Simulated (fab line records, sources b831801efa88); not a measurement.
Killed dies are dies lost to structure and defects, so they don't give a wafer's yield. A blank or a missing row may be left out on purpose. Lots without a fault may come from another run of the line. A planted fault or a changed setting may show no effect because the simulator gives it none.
Which tool did it? | flow gf180mcu | 12 lots, 36 wafers sampled, at 6 steps of a route of 602

WHAT THE GAUGES READ, wafer by wafer
GF_M5_CD_MEAS_07: target cd 280 nm.
lot  | measured     | on        | cd_nm (nm)
L200 | day 26 07:41 | cd_sem-01 | 280.7 279.5 280.2
L201 | day 26 16:35 | cd_sem-01 | 282.6 281.8 281.5
L202 | day 26 18:38 | cd_sem-01 | 280.3 281.1 281.4
L203 | day 27 05:03 | cd_sem-02 | 278.0 278.8 278.8
L204 | day 27 17:46 | cd_sem-01 | 282.5 282.7 281.6
L205 | day 28 01:20 | cd_sem-01 | 281.7 281.6 282.1
L208 | day 29 01:20 | cd_sem-02 | 278.5 279.5 279.3
L209 | day 29 02:35 | cd_sem-02 | 279.3 278.7 279.5
L210 | day 29 12:53 | cd_sem-02 | 280.9 280.6 280.4
L211 | day 29 16:53 | cd_sem-01 | 283.8 282.6 282.5
L221 | day 32 08:42 | cd_sem-02 | 280.3 279.6 280.5
L222 | day 32 15:05 | cd_sem-02 | 279.4 281.1 282.3

GF_M5_OVL_MEAS_08.
lot  | measured     | on         | M5_OVL (nm)
L200 | day 26 07:49 | overlay-02 | -3 -5 -9
L201 | day 26 16:43 | overlay-01 | 7 -5 -5
L202 | day 26 18:46 | overlay-01 | -2 -10 -4
L203 | day 27 05:08 | overlay-01 | 3 4 -6
L204 | day 27 17:52 | overlay-02 | 2 -1 3
L205 | day 28 01:28 | overlay-01 | -4 4 0
L208 | day 29 01:26 | overlay-01 | -4 1 0
L209 | day 29 02:43 | overlay-01 | -3 4 -4
L210 | day 29 13:01 | overlay-02 | -4 -10 -9
L211 | day 29 17:01 | overlay-01 | 10 -2 7
L221 | day 32 08:49 | overlay-01 | 10 3 3
L222 | day 32 15:13 | overlay-01 | 1 -7 -10

GF_TOP_METAL_RS_MEAS_05: measures by four-point-probe.
lot  | measured     | on            | TOP_METAL_ALCU_RS (ohm/sq)
L200 | day 27 07:27 | film_metro-04 | 0.03205 0.03217 0.03233
L201 | day 27 15:47 | film_metro-01 | 0.03291 0.0327 0.03236
L202 | day 27 17:58 | film_metro-01 | 0.03231 0.03258 0.03242
L203 | day 28 04:38 | film_metro-01 | 0.0321 0.03202 0.03217
L204 | day 28 15:56 | film_metro-03 | 0.03237 0.03252 0.03251
L205 | day 28 23:29 | film_metro-01 | 0.03241 0.03209 0.03288
L208 | day 29 23:20 | film_metro-01 | 0.03249 0.03241 0.03227
L209 | day 30 01:26 | film_metro-01 | 0.03227 0.0328 0.03272
L210 | day 30 10:32 | film_metro-01 | 9.7058 9.68 9.7522
L211 | day 30 14:29 | film_metro-03 | 9.5096 9.489 9.5204
L221 | day 33 03:33 | film_metro-03 | 0.03244 0.0326 0.03242
L222 | day 33 09:48 | film_metro-01 | 0.03307 0.03298 0.03283

GF_TOP_METAL_THK_MEAS_06: measures by xrf.
lot  | measured     | on            | TOP_METAL_ALCU_THK (nm)
L200 | day 27 07:34 | film_metro-04 | 920 917 909
L201 | day 27 15:55 | film_metro-01 | 874 883 892
L202 | day 27 18:05 | film_metro-01 | 893 889 892
L203 | day 28 04:43 | film_metro-01 | 905 909 904
L204 | day 28 16:03 | film_metro-03 | 903 899 897
L205 | day 28 23:36 | film_metro-01 | 895 904 886
L208 | day 29 23:26 | film_metro-01 | 892 891 895
L209 | day 30 01:34 | film_metro-01 | 900 888 889
L210 | day 30 10:40 | film_metro-01 | <0 <0 <0
L211 | day 30 14:37 | film_metro-03 | <0 <0 <0
L221 | day 33 03:40 | film_metro-03 | 903 905 905
L222 | day 33 09:55 | film_metro-01 | 877 882 886

WHICH TOOL RAN EACH LOT (tool, then ch and the chambers of the sampled wafers, then the start)
lot  | GF_MIM_SPUTTER_09            | GF_TOP_METAL_SPUTTER_02
L200 | pvd_sputter-01, day 24 12:58 | pvd_sputter-02, day 27 07:22
L201 | pvd_sputter-01, day 24 22:02 | pvd_sputter-03, day 27 15:42
L202 | pvd_sputter-01, day 25 00:59 | pvd_sputter-02, day 27 17:53
L203 | pvd_sputter-03, day 25 11:40 | pvd_sputter-02, day 28 04:29
L204 | pvd_sputter-01, day 26 01:13 | pvd_sputter-02, day 28 15:50
L205 | pvd_sputter-04, day 26 08:53 | pvd_sputter-03, day 28 23:23
L208 | pvd_sputter-01, day 27 09:41 | pvd_sputter-01, day 29 23:12
L209 | pvd_sputter-04, day 27 11:46 | pvd_sputter-02, day 30 01:21
L210 | pvd_sputter-03, day 27 22:14 | pvd_sputter-01, day 30 10:27
L211 | pvd_sputter-01, day 28 02:25 | pvd_sputter-03, day 30 14:24
L221 | pvd_sputter-03, day 30 22:19 | pvd_sputter-03, day 33 03:28
L222 | pvd_sputter-03, day 31 04:18 | pvd_sputter-01, day 33 09:43
- GF_MIM_SPUTTER_09: material TiN, target thk 35 nm, time 29.2 s.
- GF_TOP_METAL_SPUTTER_02: material AlCu, target thk 900 nm, time 47.82 s.

WHAT THE TOOLS THEMSELVES READ (means of the sampled wafers that have a number; where no wafer has one, the mark that the record gives instead)
GF_MIM_SPUTTER_09.
lot  | tool           | cathode_dc_power_W (W) | chamber_pressure_pa (Pa) | throttle_valve_pct (%)
L200 | pvd_sputter-01 | 6500.1                 | 0.4000                   | 30.5
L201 | pvd_sputter-01 | 6499.8                 | 0.4004                   | 29.6
L202 | pvd_sputter-01 | 6500.0                 | 0.3998                   | 31.0
L203 | pvd_sputter-03 | 6501.0                 | 0.4003                   | 31.2
L204 | pvd_sputter-01 | 6500.4                 | 0.3994                   | 30.1
L205 | pvd_sputter-04 | 6500.0                 | 0.4001                   | 30.4
L208 | pvd_sputter-01 | 6500.0                 | 0.3997                   | 29.5
L209 | pvd_sputter-04 | 6500.1                 | 0.3996                   | 30.3
L210 | pvd_sputter-03 | 6499.8                 | 0.3995                   | 30.2
L211 | pvd_sputter-01 | 6500.0                 | 0.4008                   | 30.0
L221 | pvd_sputter-03 | 6499.4                 | 0.4005                   | 30.0
L222 | pvd_sputter-03 | 6501.2                 | 0.4006                   | 29.0

GF_TOP_METAL_SPUTTER_02.
lot  | tool           | cathode_dc_power_W (W) | chamber_pressure_pa (Pa) | throttle_valve_pct (%)
L200 | pvd_sputter-02 | 10598                  | 0.3001                   | 29.9
L201 | pvd_sputter-03 | 10601                  | 0.2995                   | 29.9
L202 | pvd_sputter-02 | 10599                  | 0.3003                   | 29.1
L203 | pvd_sputter-02 | 10599                  | 0.3002                   | 29.3
L204 | pvd_sputter-02 | 10600                  | 0.3003                   | 29.8
L205 | pvd_sputter-03 | 10600                  | 0.3000                   | 30.3
L208 | pvd_sputter-01 | 10600                  | 0.2997                   | 29.4
L209 | pvd_sputter-02 | 10600                  | 0.2999                   | 30.0
L210 | pvd_sputter-01 | -                      | -                        | -
L211 | pvd_sputter-03 | -                      | -                        | -
L221 | pvd_sputter-03 | 10600                  | 0.3001                   | 29.8
L222 | pvd_sputter-01 | 10602                  | 0.3002                   | 29.1

THE ANSWER, worked out from the rows above alone
Rule: what is usual is taken from the lots themselves. Put in order of their means at a reading, lots are off if they are a third of the lots or fewer, leave a main group of 4 or more, and stand apart from it by a gap of 3 or more times the standard deviation of the main group's means; of several such gaps the widest counts. A main group whose means are all the same, to the digits that the tables above print for the reading, isn't used. A lot without any number at a reading at which 4 lots or more have one is off too. The other lots that the step has rows for count as sound. The gauges are gone through in route order, then the tools' own readings, and for those a lot's mean is taken as printed above. The first step at which some lot is off is used, and at that step the reading that is off furthest; a lot without a number counts as furthest.
Off: L210, L211, at GF_TOP_METAL_RS_MEAS_05 (TOP_METAL_ALCU_RS). The main group: mean 0.03247 ohm/sq, standard deviation 0.00023.
A tool fits if, at a process step before that reading, it ran every lot that is off, and no sound lot after the first of them. The gauges at GF_TOP_METAL_RS_MEAS_05 aren't tried: what is off there is off at GF_TOP_METAL_SPUTTER_02 too, on other tools, and a gauge's error can't cause that. None of those tried fits.

WHAT THE SIMULATOR HAD PUT IN
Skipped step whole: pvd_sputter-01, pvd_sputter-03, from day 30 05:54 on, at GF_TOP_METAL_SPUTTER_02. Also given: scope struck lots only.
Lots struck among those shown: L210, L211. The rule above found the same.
